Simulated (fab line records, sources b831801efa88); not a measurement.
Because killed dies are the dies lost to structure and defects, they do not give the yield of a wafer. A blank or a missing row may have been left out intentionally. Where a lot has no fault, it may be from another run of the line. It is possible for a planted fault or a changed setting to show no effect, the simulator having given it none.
Which of the tools did it? + flow gf180mcu + 39 wafers from 13 lots sampled at 5 of the route's 602 steps

WHAT THE GAUGES READ, wafer by wafer
GF_VT_IMPLANT_OVL_MEAS_40. Usual: VT_IMPLANT_03_OVL gives 1.3 nm (standard deviation 1).
| lot  | measured     | on         | VT_IMPLANT_03_OVL (nm) | flag |
|------|--------------|------------|------------------------|------|
| L300 | day 7 21:50  | overlay-02 | 2.1 3.5 2.1            |      |
| L301 | day 8 01:11  | overlay-02 | 2.4 3.3 1.5            |      |
| L303 | day 8 14:41  | overlay-02 | 1.8 0.7 1.9            |      |
| L304 | day 8 21:19  | overlay-02 | 1.4 -0.7 3.2           |      |
| L305 | day 9 04:48  | overlay-02 | 0.6 3.3 1.2            |      |
| L306 | day 9 11:26  | overlay-02 | -0.6 1.8 1.1           |      |
| L308 | day 10 10:02 | overlay-01 | 1.1 1.7 3.3            |      |
| L309 | day 10 12:14 | overlay-02 | 1.3 0.6 0.8            |      |
| L311 | day 11 00:09 | overlay-02 | 0.5 -1.3 -0.2          |      |
| L313 | day 11 14:03 | overlay-01 | 1.6 0.7 0.1            |      |
| L315 | day 11 23:20 | overlay-01 | 0.6 0.2 0.7            |      |
| L316 | day 12 06:06 | overlay-02 | 1.6 1.5 1.1            |      |
| L317 | day 12 14:23 | overlay-02 | 1.3 2.1 1.8            |      |

GF_POLY_GATE_THK_MEAS_01. Usual: POLY_GATE_CVD_00_THK gives 200.2 nm (standard deviation 2.1).
| lot  | measured     | on           | POLY_GATE_CVD_00_THK (nm) | flag |
|------|--------------|--------------|---------------------------|------|
| L300 | day 8 22:12  | filmMetro-02 | 202.7 203.2 201.9         |      |
| L301 | day 9 02:10  | filmMetro-04 | 205.4 205.3 206.6         |      |
| L303 | day 9 12:37  | filmMetro-04 | 198.0 196.7 198.2         |      |
| L304 | day 9 23:32  | filmMetro-02 | 203.0 200.6 202.2         |      |
| L305 | day 10 08:34 | filmMetro-02 | 202.7 202.2 201.8         |      |
| L306 | day 10 18:13 | filmMetro-01 | 199.6 201.0 201.5         |      |
| L308 | day 11 15:48 | filmMetro-01 | 198.6 200.2 198.7         |      |
| L309 | day 11 15:48 | filmMetro-04 | 199.3 198.3 197.8         |      |
| L311 | day 12 00:26 | filmMetro-01 | 199.6 200.5 200.2         |      |
| L313 | day 12 19:40 | filmMetro-02 | 199.5 199.7 200.3         |      |
| L315 | day 13 04:57 | filmMetro-04 | 224.3 221.4 222.7         | OFF  |
| L316 | day 13 13:22 | filmMetro-01 | 222.8 223.6 222.1         | OFF  |
| L317 | day 13 22:46 | filmMetro-01 | 218.6 220.3 219.4         | OFF  |

GF_POLY_GATE_CD_MEAS_18. Usual: 280.6 nm for cdNm, sd 1.8.
| lot  | measured     | on       | cdNm (nm)         | flag |
|------|--------------|----------|-------------------|------|
| L300 | day 9 16:25  | cdSem-02 | 278.6 280.5 279.7 |      |
| L301 | day 9 23:19  | cdSem-01 | 279.7 279.6 282.4 |      |
| L303 | day 10 14:16 | cdSem-02 | 281.1 282.7 278.4 |      |
| L304 | day 11 00:53 | cdSem-01 | 281.0 278.4 279.5 |      |
| L305 | day 11 05:38 | cdSem-02 | 279.5 279.1 277.6 |      |
| L306 | day 11 12:47 | cdSem-02 | 281.6 280.1 280.0 |      |
| L308 | day 12 12:31 | cdSem-02 | 279.0 277.4 278.0 |      |
| L309 | day 12 12:31 | cdSem-01 | 280.6 279.5 279.4 |      |
| L311 | day 13 00:47 | cdSem-01 | 282.0 281.1 280.8 |      |
| L313 | day 13 20:01 | cdSem-02 | 281.1 279.6 281.4 |      |
| L315 | day 14 05:39 | cdSem-01 | 281.6 282.6 280.4 |      |
| L316 | day 14 12:35 | cdSem-02 | 282.1 283.0 282.4 |      |
| L317 | day 14 20:51 | cdSem-01 | 281.7 285.8 282.7 |      |

WHAT TOOL EACH LOT RAN ON (gives the tool, then ch and the chambers of the sampled wafers, and finally the start)
| lot  | GF_POLY_GATE_CVD_00         | GF_POLY_GATE_ETCH_12              |
|------|-----------------------------|-----------------------------------|
| L300 | lpcvd-01 ch 0, day 8 20:12  | rieDiel-03 ch 0,1,2, day 9 14:51  |
| L301 | lpcvd-01 ch 0, day 9 00:10  | rieDiel-04 ch 0,1,2, day 9 19:42  |
| L303 | lpcvd-02 ch 0, day 9 11:16  | rieDiel-02 ch 2,3, day 10 06:11   |
| L304 | lpcvd-01 ch 0, day 9 22:10  | rieDiel-03 ch 0,1,2, day 10 17:15 |
| L305 | lpcvd-01 ch 1, day 10 07:13 | rieDiel-02 ch 0,2,3, day 11 01:33 |
| L306 | lpcvd-01 ch 1, day 10 16:53 | rieDiel-04 ch 1,3, day 11 11:12   |
| L308 | lpcvd-02 ch 1, day 11 14:28 | rieDiel-02 ch 0,2,3, day 12 10:42 |
| L309 | lpcvd-02 ch 1, day 11 14:28 | rieDiel-03 ch 1,3, day 12 10:32   |
| L311 | lpcvd-01 ch 0, day 11 23:04 | rieDiel-03 ch 0,1, day 12 19:57   |
| L313 | lpcvd-01 ch 0, day 12 18:18 | rieDiel-04 ch 0,1,2, day 13 14:41 |
| L315 | lpcvd-01 ch 0, day 13 03:35 | rieDiel-02 ch 1,2,3, day 13 23:50 |
| L316 | lpcvd-01 ch 1, day 13 12:01 | rieDiel-04 ch 0,2, day 14 09:17   |
| L317 | lpcvd-01 ch 1, day 13 21:25 | rieDiel-03 ch 0,2,3, day 14 18:51 |
- GF_POLY_GATE_CVD_00: deposits poly-Si, target thk 200 nm, time 1200 s.
- GF_POLY_GATE_ETCH_12: etches BARC in N2/H2.

WHAT THE TOOLS THEMSELVES READ (means of the sampled wafers that have a number; where no wafer has one, the mark that the record gives instead)
GF_POLY_GATE_CVD_00. Usual: spikeTcCentreC 620.6 C, standard deviation 1.5; spikeTcLowerC 620.6 C, standard deviation 1.1; spikeTcTopC 637.4 C, standard deviation 1.5; spikeTcUpperC 619.9 C, standard deviation 1.2; susceptorTempC 620.0 C, standard deviation 0.3.
| lot  | tool     | spikeTcCentreC (C) | spikeTcLowerC (C) | spikeTcTopC (C) | spikeTcUpperC (C) | susceptorTempC (C) | flag |
|------|----------|--------------------|-------------------|-----------------|-------------------|--------------------|------|
| L300 | lpcvd-01 | 620.5              | 621.3             | 635.3           | 619.6             | 620.0              |      |
| L301 | lpcvd-01 | 620.7              | 622.5             | 635.7           | 619.9             | 619.8              |      |
| L303 | lpcvd-02 | 621.5              | 620.2             | 638.4           | 619.9             | 619.9              |      |
| L304 | lpcvd-01 | 621.7              | 621.2             | 635.9           | 619.6             | 620.1              |      |
| L305 | lpcvd-01 | 620.4              | 622.0             | 637.3           | 620.4             | 620.6              |      |
| L306 | lpcvd-01 | 621.0              | 621.5             | 638.1           | 619.4             | 620.4              |      |
| L308 | lpcvd-02 | 618.3              | 620.3             | 636.4           | 620.0             | 620.0              |      |
| L309 | lpcvd-02 | 618.9              | 620.1             | 637.0           | 621.2             | 619.9              |      |
| L311 | lpcvd-01 | 621.6              | 621.1             | 636.9           | 619.0             | 620.0              |      |
| L313 | lpcvd-01 | 620.3              | 621.1             | 635.6           | 618.3             | 619.7              |      |
| L315 | lpcvd-01 | 626.2              | 625.7             | 640.6           | 624.0             | 624.5              | OFF  |
| L316 | lpcvd-01 | 625.4              | 625.3             | 643.4           | 624.7             | 624.2              | OFF  |
| L317 | lpcvd-01 | 625.8              | 624.9             | 643.2           | 625.4             | 624.1              | OFF  |

GF_POLY_GATE_ETCH_12. Usual: drypumpMotorCurrentA 5.8 A, standard deviation 0.6; oesProductAu 0.736 a.u., standard deviation 0.0052; throttleValvePct 13.214 %, standard deviation 0.0085.
| lot  | tool       | drypumpMotorCurrentA (A) | oesProductAu (a.u.) | throttleValvePct (%) | flag |
|------|------------|--------------------------|---------------------|----------------------|------|
| L300 | rieDiel-03 | 5.7                      | 0.733               | 13.220               |      |
| L301 | rieDiel-04 | 6.1                      | 0.736               | 13.214               |      |
| L303 | rieDiel-02 | 5.9                      | 0.734               | 13.215               |      |
| L304 | rieDiel-03 | 5.6                      | 0.737               | 13.214               |      |
| L305 | rieDiel-02 | 5.6                      | 0.736               | 13.215               |      |
| L306 | rieDiel-04 | 6.0                      | 0.738               | 13.206               |      |
| L308 | rieDiel-02 | 5.6                      | 0.735               | 13.226               |      |
| L309 | rieDiel-03 | 5.4                      | 0.733               | 13.219               |      |
| L311 | rieDiel-03 | 5.4                      | 0.739               | 13.213               |      |
| L313 | rieDiel-04 | 6.1                      | 0.732               | 13.204               |      |
| L315 | rieDiel-02 | 5.4                      | 0.735               | 13.209               |      |
| L316 | rieDiel-04 | 6.3                      | 0.737               | 13.214               |      |
| L317 | rieDiel-03 | 6.2                      | 0.738               | 13.221               |      |

THE ANSWER, worked out from the rows above alone
Rule: a lot counts as off when the mean over its wafers that have a number is more than 3 standard deviations away from the usual mean. Also off: a lot with no number at a reading for which 4 or more lots have one. Any other lot the step has rows for is counted as sound. First the gauges in route order, then the tools' own readings, where a lot's mean is used as printed above. At the first step where some lot is off, the reading lying furthest off is the one used; lots without a number count as furthest.
Off: L315, L316, L317, seen at GF_POLY_GATE_THK_MEAS_01 (POLY_GATE_CVD_00_THK).
If a tool, at a process step before that reading, ran all the lots that are off and no sound lot after the first of them, it fits. The gauges at GF_POLY_GATE_THK_MEAS_01 aren't tried: what is off there is off at GF_POLY_GATE_CVD_00 too, on other tools, and a gauge's error can't cause that. One fits: GF_POLY_GATE_CVD_00 on lpcvd-01. Its last sound lot is L313 (day 12 18:18), its first lot that is off L315 (day 13 03:35): a fault that began between those two fits.
The tool's own readings at GF_POLY_GATE_CVD_00 bear it out: on the lots that are off they differ by more than 5 times the standard deviation of the sound lots' means. spikeTcLowerC reads 625.3 C there against 621.1 C on the sound lots; spikeTcTopC reads 642.4 C there against 636.7 C on the sound lots; spikeTcUpperC reads 624.7 C there against 619.7 C on the sound lots; susceptorTempC reads 624.3 C there against 620.0 C on the sound lots.

WHAT THE SIMULATOR HAD PUT IN
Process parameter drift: lpcvd-01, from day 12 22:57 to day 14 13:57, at GF_POLY_GATE_CVD_00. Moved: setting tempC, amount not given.
Lots struck among those shown: L315, L316, L317. This agrees with what the rule above found.
